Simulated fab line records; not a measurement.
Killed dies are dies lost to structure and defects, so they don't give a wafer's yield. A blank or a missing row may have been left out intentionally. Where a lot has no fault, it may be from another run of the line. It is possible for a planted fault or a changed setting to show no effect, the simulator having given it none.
Chamber matching / flow sky130 / hdpcvd-01 running SKY_VIA4_HDPCVD_00: 3 sister chambers
The step deposits SiO2, target thk 1750 nm, time 291.7 s. 16 wafers are shown with their chamber, then 8 later ones without.

## WAFERS PAIRED WITH THEIR CHAMBERS
wafer=L862.2; chamber=0; run length s (s)=318.7
wafer=L862.4; chamber=0; run length s (s)=318.7
wafer=L862.5; chamber=1; run length s (s)=320.1
wafer=L863.1; chamber=1; run length s (s)=319.4
wafer=L863.2; chamber=0; run length s (s)=318.6
wafer=L863.4; chamber=2; run length s (s)=319.7
wafer=L864.1; chamber=2; run length s (s)=320.1
wafer=L864.2; chamber=1; run length s (s)=319.5
wafer=L864.5; chamber=0; run length s (s)=318.8
wafer=L879.2; chamber=1; run length s (s)=320.0
wafer=L879.4; chamber=0; run length s (s)=318.6
wafer=L879.6; chamber=2; run length s (s)=319.5
wafer=L881.3; chamber=2; run length s (s)=319.7
wafer=L881.4; chamber=2; run length s (s)=319.6
wafer=L881.6; chamber=0; run length s (s)=319.0
wafer=L883.2; chamber=1; run length s (s)=319.5

SIGNATURES (averages over the wafers above)
reading=run length s; chamber 0=318.733; chamber 1=319.700; chamber 2=319.720; scatter within a chamber=0.239
Rule: for each reading, subtract the chamber's mean from the wafer's reading, divide by that reading's scatter and square the result; add these up over the readings and take the root, which gives the wafer's distance from the chamber. The wafer belongs to the nearest chamber; if the next one is less than 2 further off, it can't be placed. How the scatter is found: for the shown wafers, subtract from each reading the mean of its chamber, square and add these, divide the total by (wafers less chambers), then take the root.

## WAFERS WITHOUT THEIR CHAMBER
wafer=L883.3; run length s (s)=318.9
wafer=L883.6; run length s (s)=320.3
wafer=L884.2; run length s (s)=319.3
wafer=L884.4; run length s (s)=319.8
wafer=L884.6; run length s (s)=319.6
wafer=L885.1; run length s (s)=319.8
wafer=L885.3; run length s (s)=319.0
wafer=L885.4; run length s (s)=319.2

## EACH ONE'S CHAMBER
wafer=L883.3; from the rows above=0; in truth=0
wafer=L883.6; from the rows above=can't be placed: 2 or 1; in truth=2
wafer=L884.2; from the rows above=can't be placed: 1 or 2 or 0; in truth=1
wafer=L884.4; from the rows above=can't be placed: 2 or 1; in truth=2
wafer=L884.6; from the rows above=can't be placed: 1 or 2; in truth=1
wafer=L885.1; from the rows above=can't be placed: 2 or 1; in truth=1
wafer=L885.3; from the rows above=can't be placed: 0 or 1 or 2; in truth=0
wafer=L885.4; from the rows above=can't be placed: 0 or 1 or 2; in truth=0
1 of 8 placed correctly. Not placeable from these rows: 7 (in 7, the candidates include the true chamber). Wrongly placed: 0.
